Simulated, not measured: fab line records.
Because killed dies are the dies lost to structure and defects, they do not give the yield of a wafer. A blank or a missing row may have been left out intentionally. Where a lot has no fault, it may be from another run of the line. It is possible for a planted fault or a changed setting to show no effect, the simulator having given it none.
fab line records -- flow gf180mcu
record lots=14, wafers=42, last_day=34
route steps=602 shown MVSD@76 VT_IMPLANT@131 NWELL@137 DUAL_GATE@152
lots that met no fault: from a run of the same line without faults
start_h: hours from the record's opening day to when the first of the lot's shown wafers began -- wait_h: hours since the lot's step before -- " identical to the entry in the row above -- L1.1+2: a single row standing in for several wafers -- - no value, or no start was given -- * or withheld: withheld -- < > ~ a bound
route shown NAME@n: a module of which the file shows steps, and the number in the route of the first -- usual: mean and standard deviation over wafers with no fault -- same: alike in all rows -- chamber/n: place in a boat -- sites: each site's reading -- _std_site: the standard deviation of these -- _edge_site: mean of outer sites minus mean of inner sites -- radius_mm: how far each site lies from the wafer's centre -- mask NAME#n: copy n -- behind: tool/chamber where the wafer was last shaped -- hold: what put the lot on hold/how long, in hours/how the hold closed -- device: transistor that didn't switch, given as n, p or np -- end of line: the same wafers' tests at the end of the route -- step lacking rows: just its recipe -- killed: not the wafer's yield, but the dies lost to structure and defects at the first sort -- map: per-die view of a wafer (x killed, . not killed, _ where there is no die)
set.NAME: the setting as run; set.NAME@STEP: as run at that earlier step -- model.NAME: the simulator's own value behind a step, which no gauge read
a sample of lots followed through the steps of the route, with each step as a table and each wafer as a row
services: when a tool's chamber went out of use (start_h, in hours from the record's first day, below 0 if earlier), for how many hours, and the reason
## steps
# step GF_MVSD_STRIP_10
# recipe chemistry=O2/N2, power_w=1400, pressure_mtorr=1500, platen_temp_c=250, o2_flow_sccm=3000, n2_flow_sccm=300, overash_fraction=0.5
# usual drypump_motor_current_A=6.2/0.35, heater_power_w=310/31, oes_product_au=0.722/0.0044, strip_time_to_endpoint_s=37.00/0.094
lot.wafer,tool,chamber,start_h,wait_h,drypump_motor_current_A,heater_power_w,oes_product_au,rf_hours_counter_h,strip_time_to_endpoint_s
L522.2,plasma_asher-01,0,82.64,0.1,6.1,332,0.725,44,37.00
L522.4,plasma_asher-01,1,82.64,0.1,6.1,267,0.722,-,37.13
L522.6,plasma_asher-01,1,82.64,0.1,6.1,272,0.722,-,37.12
L524.2,plasma_asher-01,0,92.99,0.1,6.1,340,0.720,45,37.13
L524.4,plasma_asher-01,1,92.99,0.1,6.1,274,0.727,-,36.99
L524.6,plasma_asher-01,1,92.99,0.1,6.1,276,0.720,-,37.16
L525.2,plasma_asher-02,1,99.64,0.1,5.3,352,0.726,43,37.00
L525.3,plasma_asher-02,0,99.64,0.1,6.1,346,0.725,-,37.01
L525.5,plasma_asher-02,0,99.64,0.1,6.1,350,0.721,-,36.94
L526.2,plasma_asher-01,0,106.39,0.1,6.1,340,0.725,47,37.04
L526.5,plasma_asher-01,0,106.39,0.1,6.1,335,0.727,-,37.11
L526.6,plasma_asher-01,1,106.39,0.1,6.1,270,0.722,-,36.99
L528.1,plasma_asher-03,1,115.14,0.1,6.6,298,0.723,31,36.94
L528.2,plasma_asher-03,0,115.14,0.1,6.4,286,0.723,31,37.07
L528.6,plasma_asher-03,1,115.14,0.1,6.5,299,0.728,-,37.10
L529.1,plasma_asher-01,0,122.09,0.1,6.1,334,0.727,49,36.90
L529.2,plasma_asher-01,1,122.09,0.1,6.1,285,0.724,49,37.09
L529.4,plasma_asher-01,0,122.09,0.1,6.1,341,0.723,-,36.97
L530.1,plasma_asher-03,1,127.89,0.1,6.6,300,0.722,33,37.06
L530.2,plasma_asher-03,0,127.89,0.1,6.4,293,0.724,33,37.04
L530.5,plasma_asher-03,0,127.89,0.1,6.4,290,0.723,-,36.95
L531.1,plasma_asher-01,0,134.06,0.1,6.1,340,0.720,51,36.94
L531.5,plasma_asher-01,1,134.06,0.1,6.1,273,0.718,-,37.03
L531.6,plasma_asher-01,0,134.06,0.1,6.1,331,0.718,-,36.93
L536.1,plasma_asher-03,1,163.89,0.1,6.6,301,0.720,36,36.96
L536.3,plasma_asher-03,1,163.89,0.1,6.6,288,0.724,-,36.93
L536.5,plasma_asher-03,1,163.89,0.1,6.6,294,0.725,-,36.87
L537.1,plasma_asher-03,0,172.41,0.1,6.4,288,0.722,37,37.12
L537.4,plasma_asher-03,0,172.41,0.1,6.4,291,0.723,-,37.07
L537.6,plasma_asher-03,0,172.41,0.1,6.4,295,0.722,-,37.18
L538.1,plasma_asher-01,0,174.39,0.1,6.1,340,0.722,55,36.96
L538.2,plasma_asher-01,1,174.39,0.1,6.1,266,0.732,55,36.80
L538.3,plasma_asher-01,0,174.39,0.1,6.1,336,0.729,-,36.93
L543.1,plasma_asher-02,1,204.04,0.1,5.3,362,0.716,8,37.06
L543.3,plasma_asher-02,0,204.04,0.1,6.1,330,0.723,-,36.99
L543.6,plasma_asher-02,1,204.04,0.1,5.3,364,0.725,-,37.05
L544.1,plasma_asher-01,1,210.06,0.1,6.1,273,0.721,59,37.00
L544.3,plasma_asher-01,0,210.06,0.1,6.1,351,0.715,-,36.85
L544.6,plasma_asher-01,0,210.06,0.1,6.1,351,0.718,-,37.03
L545.1,plasma_asher-02,0,215.34,0.1,6.1,340,0.722,8,37.02
L545.4,plasma_asher-02,1,215.34,0.1,5.3,367,0.719,-,37.00
L545.6,plasma_asher-02,0,215.34,0.1,6.1,326,0.718,-,37.04
# step GF_VT_IMPLANT_IMPLANT_41
# recipe species=As, energy_kev=70, dose_cm2=1.013e+12, tilt_deg=7
# usual beam_energy_keV=69.999/0.021, beam_on_s=10.00/0.2
lot.wafer,tool,chamber,start_h,wait_h,beam_energy_keV,beam_on_s
L522.2,implanter-01,0,154.68,0.0,69.993,10.26
L522.4,implanter-01,0,154.68,0.0,70.031,9.53
L522.6,implanter-01,0,154.68,0.0,70.006,10.18
L524.2,implanter-01,0,168.23,0.0,70.006,10.17
L524.4,implanter-01,0,168.23,0.0,70.022,9.73
L524.6,implanter-01,0,168.23,0.0,70.034,9.78
L525.2,implanter-04,0,174.41,0.1,69.992,10.31
L525.3,implanter-04,0,174.41,0.1,69.977,9.57
L525.5,implanter-04,0,174.41,0.1,69.972,10.10
L526.2,implanter-04,0,183.44,0.0,70.040,9.82
L526.5,implanter-04,0,183.44,0.0,69.990,10.17
L526.6,implanter-04,0,183.44,0.0,70.022,10.22
L528.1,implanter-04,0,194.01,0.0,69.998,9.80
L528.2,implanter-04,0,194.01,0.0,69.983,10.00
L528.6,implanter-04,0,194.01,0.0,69.998,9.75
L529.1,implanter-03,0,201.74,0.0,69.996,10.13
L529.2,implanter-03,0,201.74,0.0,70.016,9.88
L529.4,implanter-03,0,201.74,0.0,69.985,10.02
L530.1,implanter-04,0,207.69,0.0,69.950,9.96
L530.2,implanter-04,0,207.69,0.0,69.994,9.62
L530.5,implanter-04,0,207.69,0.0,69.971,10.25
L531.1,implanter-04,0,217.04,0.0,70.031,10.00
L531.5,implanter-04,0,217.04,0.0,69.985,10.33
L531.6,implanter-04,0,217.04,0.0,69.988,10.09
L536.1,implanter-01,-,251.86,0.0,-,-
L536.3,implanter-01,-,251.86,0.0,-,-
L536.5,implanter-01,-,251.86,0.0,-,-
L537.1,implanter-01,-,263.71,0.0,-,-
L537.4,implanter-01,-,263.71,0.0,-,-
L537.6,implanter-01,-,263.71,0.0,-,-
L538.1,implanter-03,0,263.86,0.0,70.020,10.03
L538.2,implanter-03,0,263.86,0.0,70.012,9.82
L538.3,implanter-03,0,263.86,0.0,70.036,10.12
L543.1,implanter-04,0,296.19,0.0,70.015,10.05
L543.3,implanter-04,0,296.19,0.0,69.993,10.12
L543.6,implanter-04,0,296.19,0.0,69.978,9.77
L544.1,implanter-01,0,304.76,0.0,69.985,10.12
L544.3,implanter-01,0,304.76,0.0,69.986,10.16
L544.6,implanter-01,0,304.76,0.0,69.987,10.05
L545.1,implanter-03,0,309.76,0.0,69.973,9.98
L545.4,implanter-03,0,309.76,0.0,70.010,10.05
L545.6,implanter-03,0,309.76,0.0,69.991,10.20
# step GF_VT_IMPLANT_TW_MEAS_43
# usual VT_IMPLANT_4_TW=686/4.1
lot.wafer,tool,chamber,start_h,wait_h,VT_IMPLANT_4_TW
L522.2,film_metro-02,-,154.92,0.1,684
L522.4,film_metro-02,-,154.92,0.1,684
L522.6,film_metro-02,-,154.92,0.1,683
L524.2,film_metro-02,-,168.47,0.1,680
L524.4,film_metro-02,-,168.47,0.1,676
L524.6,film_metro-02,-,168.47,0.1,681
L525.2,film_metro-04,-,174.65,0.1,689
L525.3,film_metro-04,-,174.65,0.1,683
L525.5,film_metro-04,-,174.65,0.1,685
L526.2,film_metro-04,-,183.67,0.1,684
L526.5,film_metro-04,-,183.67,0.1,685
L526.6,film_metro-04,-,183.67,0.1,687
L528.1,film_metro-03,-,194.26,0.1,683
L528.2,film_metro-03,-,194.26,0.1,687
L528.6,film_metro-03,-,194.26,0.1,683
L529.1,film_metro-03,-,201.99,0.1,683
L529.2,film_metro-03,-,201.99,0.1,681
L529.4,film_metro-03,-,201.99,0.1,680
L530.1,film_metro-04,-,207.94,0.1,689
L530.2,film_metro-04,-,207.94,0.1,691
L530.5,film_metro-04,-,207.94,0.1,695
L531.1,film_metro-02,-,217.29,0.1,684
L531.5,film_metro-02,-,217.29,0.1,682
L531.6,film_metro-02,-,217.29,0.1,683
L536.1,film_metro-02,-,252.11,0.1,30
L536.3,film_metro-02,-,252.11,0.1,30
L536.5,film_metro-02,-,252.11,0.1,30
L537.1,film_metro-03,-,263.96,0.1,30
L537.4,film_metro-03,-,263.96,0.1,30
L537.6,film_metro-03,-,263.96,0.1,30
L538.1,film_metro-02,-,264.11,0.1,689
L538.2,film_metro-02,-,264.11,0.1,686
L538.3,film_metro-02,-,264.11,0.1,688
L543.1,film_metro-04,-,296.44,0.1,685
L543.3,film_metro-04,-,296.44,0.1,680
L543.6,film_metro-04,-,296.44,0.1,682
L544.1,film_metro-04,-,305.01,0.1,683
L544.3,film_metro-04,-,305.01,0.1,682
L544.6,film_metro-04,-,305.01,0.1,682
L545.1,film_metro-03,-,310.01,0.1,687
L545.4,film_metro-03,-,310.01,0.1,685
L545.6,film_metro-03,-,310.01,0.1,685
# step GF_VT_IMPLANT_RS_MEAS_47
# recipe thk_meas_gauge=four-point-probe
# usual NWELL_RS=488.0/1.5
lot.wafer,tool,chamber,start_h,wait_h,NWELL_RS[ohm/sq]
L522.2,film_metro-01,-,155.26,0.1,488.3
L522.4,film_metro-01,-,155.26,0.1,488.5
L522.6,film_metro-01,-,155.26,0.1,488.8
L524.2,film_metro-02,-,168.81,0.1,490.3
L524.4,film_metro-02,-,168.81,0.1,490.9
L524.6,film_metro-02,-,168.81,0.1,491.0
L525.2,film_metro-04,-,174.99,0.1,487.5
L525.3,film_metro-04,-,174.99,0.1,488.2
L525.5,film_metro-04,-,174.99,0.1,487.3
L526.2,film_metro-01,-,184.02,0.1,485.4
L526.5,film_metro-01,-,184.02,0.1,486.9
L526.6,film_metro-01,-,184.02,0.1,485.4
L528.1,film_metro-02,-,194.59,0.1,488.4
L528.2,film_metro-02,-,194.59,0.1,488.7
L528.6,film_metro-02,-,194.59,0.1,487.1
L529.1,film_metro-02,-,202.33,0.1,489.3
L529.2,film_metro-02,-,202.33,0.1,489.6
L529.4,film_metro-02,-,202.33,0.1,490.1
L530.1,film_metro-02,-,208.27,0.1,486.4
L530.2,film_metro-02,-,208.27,0.1,486.5
L530.5,film_metro-02,-,208.27,0.1,486.2
L531.1,film_metro-01,-,217.62,0.1,488.0
L531.5,film_metro-01,-,217.62,0.1,488.5
L531.6,film_metro-01,-,217.62,0.1,487.5
L536.1,film_metro-02,-,252.47,0.1,490.3
L536.3,film_metro-02,-,252.47,0.1,489.2
L536.5,film_metro-02,-,252.47,0.1,489.0
L537.1,film_metro-01,-,264.29,0.1,488.4
L537.4,film_metro-01,-,264.29,0.1,486.9
L537.6,film_metro-01,-,264.29,0.1,487.7
L538.1,film_metro-02,-,264.45,0.1,485.7
L538.2,film_metro-02,-,264.45,0.1,485.7
L538.3,film_metro-02,-,264.45,0.1,487.0
L543.1,film_metro-01,-,296.77,0.1,486.0
L543.3,film_metro-01,-,296.77,0.1,486.0
L543.6,film_metro-01,-,296.77,0.1,488.2
L544.1,film_metro-01,-,305.35,0.1,485.9
L544.3,film_metro-01,-,305.35,0.1,485.9
L544.6,film_metro-01,-,305.35,0.1,486.4
L545.1,film_metro-04,-,310.34,0.1,490.1
L545.4,film_metro-04,-,310.34,0.1,489.5
L545.6,film_metro-04,-,310.34,0.1,489.9
# step GF_DUAL_GATE_OVL_MEAS_11
# usual DUAL_GATE_OVL=1.1/1.4
lot.wafer,tool,chamber,start_h,wait_h,DUAL_GATE_OVL[nm]
L522.2,overlay-02,-,173.71,0.1,-0.1
L522.4,overlay-02,-,173.71,0.1,1.1
L522.6,overlay-02,-,173.71,0.1,0.3
L524.2,overlay-01,-,189.76,0.1,-1.4
L524.4,overlay-01,-,189.76,0.1,-0.5
L524.6,overlay-01,-,189.76,0.1,-0.9
L525.2,overlay-01,-,192.86,0.1,0.9
L525.3,overlay-01,-,192.86,0.1,-0.5
L525.5,overlay-01,-,192.86,0.1,0.9
L526.2,overlay-01,-,202.66,0.1,1.5
L526.5,overlay-01,-,202.66,0.1,2.0
L526.6,overlay-01,-,202.66,0.1,2.6
L528.1,overlay-02,-,215.32,0.1,-1.6
L528.2,overlay-02,-,215.32,0.1,1.2
L528.6,overlay-02,-,215.32,0.1,-1.7
L529.1,overlay-01,-,221.75,0.1,1.8
L529.2,overlay-01,-,221.75,0.1,2.6
L529.4,overlay-01,-,221.75,0.1,2.7
L530.1,overlay-01,-,229.12,0.1,-0.4
L530.2,overlay-01,-,229.12,0.1,1.3
L530.5,overlay-01,-,229.12,0.1,0.1
L531.1,overlay-01,-,238.05,0.1,-1.6
L531.5,overlay-01,-,238.05,0.1,-1.8
L531.6,overlay-01,-,238.05,0.1,-2.3
L538.1,overlay-02,-,286.40,0.1,2.0
L538.2,overlay-02,-,286.40,0.1,2.7
L538.3,overlay-02,-,286.40,0.1,3.4
L543.1,overlay-02,-,318.95,0.1,1.8
L543.3,overlay-02,-,318.95,0.1,1.9
L543.6,overlay-02,-,318.95,0.1,1.5
L544.1,overlay-02,-,328.52,0.1,-0.7
L544.3,overlay-02,-,328.52,0.1,-1.2
L544.6,overlay-02,-,328.52,0.1,-1.0
L545.1,overlay-02,-,333.75,0.1,0.3
L545.4,overlay-02,-,333.75,0.1,3.0
L545.6,overlay-02,-,333.75,0.1,1.5
## services
tool,chamber,start_h,hours,kind
plasma_asher-02,-,73.15,1.3,repair
plasma_asher-01,-,101.00,1.8,repair
plasma_asher-02,-,108.75,9.0,pm
plasma_asher-02,0,108.75,9.0,vent_cycle
plasma_asher-02,1,108.75,9.0,vent_cycle
plasma_asher-02,0,117.75,-,clean
plasma_asher-02,1,117.75,-,clean
implanter-01,-,118.87,2.0,repair
implanter-03,-,125.36,5.2,repair
plasma_asher-03,-,126.86,0.8,repair
implanter-01,-,144.45,3.2,pm
plasma_asher-02,-,171.07,15.6,pm
implanter-01,-,171.53,31.6,repair
implanter-03,-,180.94,4.2,repair
plasma_asher-02,-,207.95,2.8,pm
implanter-03,-,219.82,7.9,repair
plasma_asher-02,-,222.97,3.9,repair
implanter-01,-,248.84,1.7,repair
implanter-04,-,254.76,10.5,repair
plasma_asher-01,-,266.18,3.3,repair
## key
first_sign step=GF_VT_IMPLANT_IMPLANT_41, reading=tool_record, direction=missing
effect step=GF_VT_IMPLANT_TW_MEAS_43, reading=VT_IMPLANT_4_TW, direction=down, sigmas=99+, usual=686, struck=30
met_at GF_VT_IMPLANT_IMPLANT_41
struck_lots L536,L537
later_rows_left_out L536.1,L536.3,L536.5,L537.1,L537.4,L537.6
sort_left_out L536.1,L536.3,L536.5,L537.1,L537.4,L537.6
tester_left_out L536,L537
not_acting_at GF_MVSD_STRIP_10,GF_VT_IMPLANT_RS_MEAS_47,GF_DUAL_GATE_OVL_MEAS_11
onset_between 168.23 251.86
fault kind=skipped_step_whole, tool=implanter-01, chamber=-, onset_h=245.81, steps=GF_VT_IMPLANT_IMPLANT_41, scope=struck_lots_only
# tester_left_out: of these lots the tester's yield and bins aren't shown, on N5 and GAA mostly nor the transistor test; their killed dies are dies lost to structure and defects alone, not to doping, threshold or leakage, so they don't give the yield
# sort_left_out: the simulated sort isn't trusted on such a fault, so these wafers' sort isn't shown, and their yield isn't known
# later_rows_left_out: the simulator's readings of these wafers behind a module that went badly wrong aren't trusted and aren't shown, but for the sort
